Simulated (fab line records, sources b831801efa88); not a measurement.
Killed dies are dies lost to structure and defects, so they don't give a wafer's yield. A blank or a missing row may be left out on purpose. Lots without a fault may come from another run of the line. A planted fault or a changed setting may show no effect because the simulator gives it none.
Which tool did it? | flow gf180mcu | 11 lots, 33 wafers sampled, at 4 steps of a route of 602

WHAT THE GAUGES READ, wafer by wafer
GF_VT_IMPLANT_TW_MEAS_43. Usual: VT_IMPLANT_4_TW 691, standard deviation 6.8.
lot  | measured     | on            | VT_IMPLANT_4_TW   | flag
L380 | day 7 12:15  | film_metro-03 | 693 696 695       |
L384 | day 8 15:36  | film_metro-03 | 30 30 30 30 30 30 | OFF
L385 | day 9 00:50  | film_metro-01 | 30 30 30 30 30 30 | OFF
L386 | day 9 04:43  | film_metro-02 | 682 681 686       |
L396 | day 12 00:52 | film_metro-02 | 677 683 687       |
L397 | day 12 07:23 | film_metro-01 | 692 692 694       |
L398 | day 12 14:10 | film_metro-02 | 684 681 685       |
L399 | day 12 21:37 | film_metro-02 | 681 680 686       |
L400 | day 13 04:01 | film_metro-03 | 694 694 696       |
L401 | day 13 11:55 | film_metro-02 | 686 686 683       |
L403 | day 14 00:35 | film_metro-02 | 690 691 688       |

WHICH TOOL RAN EACH LOT (tool, then ch and the chambers of the sampled wafers, then the start)
lot  | GF_NWELL_STRIP_10                   | GF_VT_IMPLANT_STRIP_31               | GF_VT_IMPLANT_STRIP_42
L380 | plasma_asher-03 ch 0,1, day 3 07:47 | plasma_asher-04 ch 0,1, day 6 20:32  | plasma_asher-01 ch 0,1, day 7 12:09
L384 | plasma_asher-03 ch 0,1, day 4 04:54 | plasma_asher-04 ch 0,1, day 7 22:29  | plasma_asher-01 ch 0,1, day 8 15:30
L385 | plasma_asher-04 ch 0,1, day 4 12:33 | plasma_asher-01 ch 0,1, day 8 08:07  | plasma_asher-01 ch 0,1, day 9 00:44
L386 | plasma_asher-04 ch 0,1, day 4 15:45 | plasma_asher-01 ch 0,1, day 8 11:47  | plasma_asher-01 ch 0,1, day 9 04:37
L396 | plasma_asher-03 ch 0,1, day 6 23:01 | plasma_asher-01 ch 0,1, day 11 06:06 | plasma_asher-01 ch 0,1, day 12 00:46
L397 | plasma_asher-04 ch 0,1, day 7 05:09 | plasma_asher-01 ch 0,1, day 11 12:23 | plasma_asher-03 ch 0,1, day 12 07:17
L398 | plasma_asher-01 ch 0,1, day 7 10:36 | plasma_asher-03 ch 0,1, day 11 19:01 | plasma_asher-01 ch 0,1, day 12 14:04
L399 | plasma_asher-01 ch 0,1, day 7 15:46 | plasma_asher-04 ch 0,1, day 12 01:54 | plasma_asher-01 ch 0, day 12 21:31
L400 | plasma_asher-04 ch 0,1, day 7 21:06 | plasma_asher-03 ch 0,1, day 12 08:20 | plasma_asher-03 ch 0,1, day 13 03:56
L401 | plasma_asher-01 ch 0,1, day 8 04:03 | plasma_asher-01 ch 0, day 12 15:37   | plasma_asher-03 ch 1, day 13 11:48
L403 | plasma_asher-04 ch 0,1, day 8 15:03 | plasma_asher-01 ch 0,1, day 13 04:11 | plasma_asher-04 ch 0,1, day 14 00:29
- GF_NWELL_STRIP_10: strips in O2/N2.
- GF_VT_IMPLANT_STRIP_31: strips in O2/N2.
- GF_VT_IMPLANT_STRIP_42: strips in O2/N2.

WHAT THE TOOLS THEMSELVES READ (means of the sampled wafers that have a number; where no wafer has one, the mark that the record gives instead)
GF_NWELL_STRIP_10. Usual: chamber_pressure_mTorr 1500.1 mTorr, standard deviation 1.3; drypump_motor_current_A 5.8 A, standard deviation 0.52; heater_power_w 325 W, standard deviation 39; oes_product_au 0.722 a.u., standard deviation 0.0047; strip_time_to_endpoint_s 36.94 s, standard deviation 0.12.
lot  | tool            | chamber_pressure_mTorr (mTorr) | drypump_motor_current_A (A) | heater_power_w (W) | oes_product_au (a.u.) | strip_time_to_endpoint_s (s) | flag
L380 | plasma_asher-03 | 1499.9                         | 6.6                         | 357                | 0.725                 | 37.00                        |
L384 | plasma_asher-03 | 1500.0                         | 6.6                         | 354                | 0.723                 | 37.05                        |
L385 | plasma_asher-04 | 1499.9                         | 5.3                         | 298                | 0.724                 | 37.04                        |
L386 | plasma_asher-04 | 1499.5                         | 5.5                         | 312                | 0.725                 | 36.93                        |
L396 | plasma_asher-03 | 1499.1                         | 6.6                         | 330                | 0.724                 | 37.07                        |
L397 | plasma_asher-04 | 1500.1                         | 5.4                         | 296                | 0.724                 | 36.89                        |
L398 | plasma_asher-01 | 1500.7                         | 5.5                         | 318                | 0.722                 | 36.76                        |
L399 | plasma_asher-01 | 1500.8                         | 5.8                         | 351                | 0.725                 | 36.91                        |
L400 | plasma_asher-04 | 1499.5                         | 5.5                         | 309                | 0.720                 | 37.05                        |
L401 | plasma_asher-01 | 1500.5                         | 5.8                         | 347                | 0.729                 | 37.01                        |
L403 | plasma_asher-04 | 1500.7                         | 5.5                         | 311                | 0.723                 | 36.69                        |

GF_VT_IMPLANT_STRIP_31. Usual: chamber_pressure_mTorr 1499.9 mTorr, standard deviation 1.5; drypump_motor_current_A 5.9 A, standard deviation 0.56; heater_power_w 326 W, standard deviation 36; oes_product_au 0.716 a.u., standard deviation 0.0044; strip_time_to_endpoint_s 12.61 s, standard deviation 0.047.
lot  | tool            | chamber_pressure_mTorr (mTorr) | drypump_motor_current_A (A) | heater_power_w (W) | oes_product_au (a.u.) | strip_time_to_endpoint_s (s) | flag
L380 | plasma_asher-04 | 1498.5                         | 5.5                         | 312                | 0.717                 | 12.61                        |
L384 | plasma_asher-04 | -                              | -                           | -                  | -                     | -                            | OFF
L385 | plasma_asher-01 | -                              | -                           | -                  | -                     | -                            | OFF
L386 | plasma_asher-01 | 1499.8                         | 5.6                         | 315                | 0.716                 | 12.59                        |
L396 | plasma_asher-01 | 1499.6                         | 5.6                         | 314                | 0.716                 | 12.58                        |
L397 | plasma_asher-01 | 1500.7                         | 5.5                         | 315                | 0.714                 | 12.51                        |
L398 | plasma_asher-03 | 1500.2                         | 6.6                         | 337                | 0.716                 | 12.59                        |
L399 | plasma_asher-04 | 1499.3                         | 5.5                         | 314                | 0.712                 | 12.66                        |
L400 | plasma_asher-03 | 1499.1                         | 6.6                         | 331                | 0.713                 | 12.59                        |
L401 | plasma_asher-01 | 1499.6                         | 5.3                         | 282                | 0.715                 | 12.67                        |
L403 | plasma_asher-01 | 1500.4                         | 5.5                         | 318                | 0.713                 | 12.63                        |

GF_VT_IMPLANT_STRIP_42. Usual: chamber_pressure_mTorr 1500.0 mTorr, standard deviation 1.5; drypump_motor_current_A 5.8 A, standard deviation 0.53; heater_power_w 327 W, standard deviation 39; oes_product_au 0.716 a.u., standard deviation 0.0045; strip_time_to_endpoint_s 12.63 s, standard deviation 0.042.
lot  | tool            | chamber_pressure_mTorr (mTorr) | drypump_motor_current_A (A) | heater_power_w (W) | oes_product_au (a.u.) | strip_time_to_endpoint_s (s) | flag
L380 | plasma_asher-01 | 1499.9                         | 5.5                         | 315                | 0.715                 | 12.63                        |
L384 | plasma_asher-01 | 1499.2                         | 5.6                         | 317                | 0.719                 | 27.53                        | OFF
L385 | plasma_asher-01 | 1499.2                         | 5.8                         | 351                | 0.719                 | 27.58                        | OFF
L386 | plasma_asher-01 | 1500.0                         | 5.8                         | 351                | 0.715                 | 12.60                        |
L396 | plasma_asher-01 | 1499.5                         | 5.8                         | 347                | 0.720                 | 12.58                        |
L397 | plasma_asher-03 | 1499.6                         | 6.6                         | 332                | 0.715                 | 12.64                        |
L398 | plasma_asher-01 | 1499.7                         | 5.8                         | 351                | 0.717                 | 12.61                        |
L399 | plasma_asher-01 | 1500.1                         | 5.3                         | 288                | 0.716                 | 12.57                        |
L400 | plasma_asher-03 | 1500.3                         | 6.6                         | 343                | 0.719                 | 12.63                        |
L401 | plasma_asher-03 | 1500.1                         | 6.6                         | 365                | 0.716                 | 12.68                        |
L403 | plasma_asher-04 | 1501.9                         | 5.3                         | 303                | 0.716                 | 12.63                        |

THE ANSWER, worked out from the rows above alone
Rule: a lot is off if the mean of its wafers that have a number lies more than 3 standard deviations from the usual mean. A lot without any number at a reading at which 4 lots or more have one is off too. The other lots that the step has rows for count as sound. The gauges are gone through in route order, then the tools' own readings, and for those a lot's mean is taken as printed above. The first step at which some lot is off is used, and at that step the reading that is off furthest; a lot without a number counts as furthest.
Off: L384, L385, at GF_VT_IMPLANT_TW_MEAS_43 (VT_IMPLANT_4_TW).
A tool fits if, at a process step before that reading, it ran every lot that is off, and no sound lot after the first of them. The gauges at GF_VT_IMPLANT_TW_MEAS_43 aren't tried: what is off there is off at GF_VT_IMPLANT_STRIP_31 too, on other tools, and a gauge's error can't cause that. None of those tried fits.

WHAT THE SIMULATOR HAD PUT IN
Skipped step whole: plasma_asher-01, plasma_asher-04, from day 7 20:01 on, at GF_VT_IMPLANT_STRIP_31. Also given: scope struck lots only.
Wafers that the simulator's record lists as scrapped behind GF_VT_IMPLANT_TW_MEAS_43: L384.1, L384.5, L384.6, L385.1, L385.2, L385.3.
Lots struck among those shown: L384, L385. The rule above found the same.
